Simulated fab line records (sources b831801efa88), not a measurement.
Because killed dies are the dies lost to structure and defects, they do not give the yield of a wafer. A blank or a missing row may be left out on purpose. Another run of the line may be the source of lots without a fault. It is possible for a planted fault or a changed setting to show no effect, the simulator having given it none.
Problem report in the 8D (eight disciplines) form, filled by code + flow sky130 + the parts of the form that need people (team, actions taken, sign-off) are left out

## 1. WHAT WENT WRONG
run length s at SKY_METAL5_METAL_ETCH_15 reads a mean of 298.7 s on 5 wafers of 3 lots; wafers without a fault read 280.4 s with a standard deviation of 0.38. That puts it +48 standard deviations away from the usual mean.
The step: etches the open film in Cl2/BCl3, stops on SiO2, target depth 1260 nm, time 252 s.
First observed at day 46 01:28: wafer L942.3, on rie metal-01. Wafers with a number at this step in the record: 33, from 11 lots. The rule behind "out" and "out of limits": a value lying over 4 standard deviations away from the usual mean. The other wafers with a number count as sound.

## 2. WHAT IT IS, WHAT IT ISN'T
| question                    | is                                     | is not                                                                                             |
|-----------------------------|----------------------------------------|----------------------------------------------------------------------------------------------------|
| which readings at this step | run length s, oes product au           | drypump motor current A, he backside leak sccm, throttle valve pct                                 |
| which lots                  | L942, L943, L946                       | L936, L938, L939, L940, L947, L957, L958, L959                                                     |
| which wafers of those lots  | L942.3, L942.6, L943.1, L943.5, L946.6 | L942.1, L943.6, L946.3, L946.5                                                                     |
| read on which tools         | rie metal-01                           | rie metal-02, rie metal-04                                                                         |
| when                        | from day 46 01:28                      | up to then (13 sound wafers); but 15 sound wafers of L943, L946, L947, L957, L958, L959 came after |

## 3. THE SUSPECTS, EACH WITH WHAT RULES IT OUT
Counting: any tool at a process step up to the reading remains a suspect provided it ran every lot that is out. Sound lots after the first of them don't rule it out here, since some wafers of a struck lot are sound.
- rie metal-01 at SKY_METAL5_DESCUM_14 (chemistry O2, time 11 s): kept. Ran every lot that is out, first one L942 (day 46 01:26); last sound lot up to then L940 (day 45 22:02).
- rie metal-01 at SKY_METAL5_METAL_ETCH_15 (etches the open film in Cl2/BCl3, stops on SiO2, target depth 1260 nm, time 252 s): kept. Ran every lot that is out, first one L942 (day 46 01:28); last sound lot up to then L940 (day 45 22:08). Its own readings are out on those wafers: oes product au, run length s.
- Within rie metal-01 at SKY_METAL5_DESCUM_14: the wafers that are out ran in chamber 0; their sound lot-mates ran in chamber 1.
- Within rie metal-01 at SKY_METAL5_METAL_ETCH_15: the wafers that are out ran in chamber 0; their sound lot-mates ran in chamber 1.
After counting, rie metal-01 at SKY_METAL5_DESCUM_14 and rie metal-01 at SKY_METAL5_METAL_ETCH_15 remain.

## 4. THE CAUSE (what the simulator had put in)
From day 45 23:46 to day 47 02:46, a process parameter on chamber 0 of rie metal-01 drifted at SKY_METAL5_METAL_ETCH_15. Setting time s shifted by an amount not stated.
After counting, 2 suspects remain, this tool included.

## 5. THE CHAIN OF EFFECTS, in route order
Each row: a reading whose mean over the struck wafers that have a number lies more than 3 standard deviations from the usual. Readings are gone through only where the record gives a usual standard deviation; hours: the median, over the lots, of the time from a lot's start at the first step in this table giving one to that lot's start at this step; sigmas: the change measured in usual standard deviations.
| hours | step                     | reading                  | usual      | on struck wafers | change | sigmas |
|-------|--------------------------|--------------------------|------------|------------------|--------|--------|
| 0     | SKY_METAL5_METAL_ETCH_15 | oes product au           | 0.893 a.u. | 0.856            | -0.037 | -7.3   |
| 0     | SKY_METAL5_METAL_ETCH_15 | run length s             | 280.4 s    | 298.7            | +18.3  | +48    |
| 0     | SKY_METAL5_STRIP_16      | strip time to endpoint s | 13.11 s    | 12.53            | -0.58  | -4.8   |
It contains these process steps:
- SKY_METAL5_METAL_ETCH_15: etches the open film in Cl2/BCl3, stops on SiO2, target depth 1260 nm, time 252 s.
- SKY_METAL5_STRIP_16: strips in O2/N2.
At these later measuring or inspecting steps, every struck wafer for which the step has a row has a number for every such reading, and none has moved that far: SKY_PASSIVATION_THK_MEAS_03.

## 6. HOW IT WOULD HAVE BEEN CAUGHT EARLIER
The fault began at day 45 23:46; the first out-of-limits reading in this record came at day 46 01:28, 2 hours later.
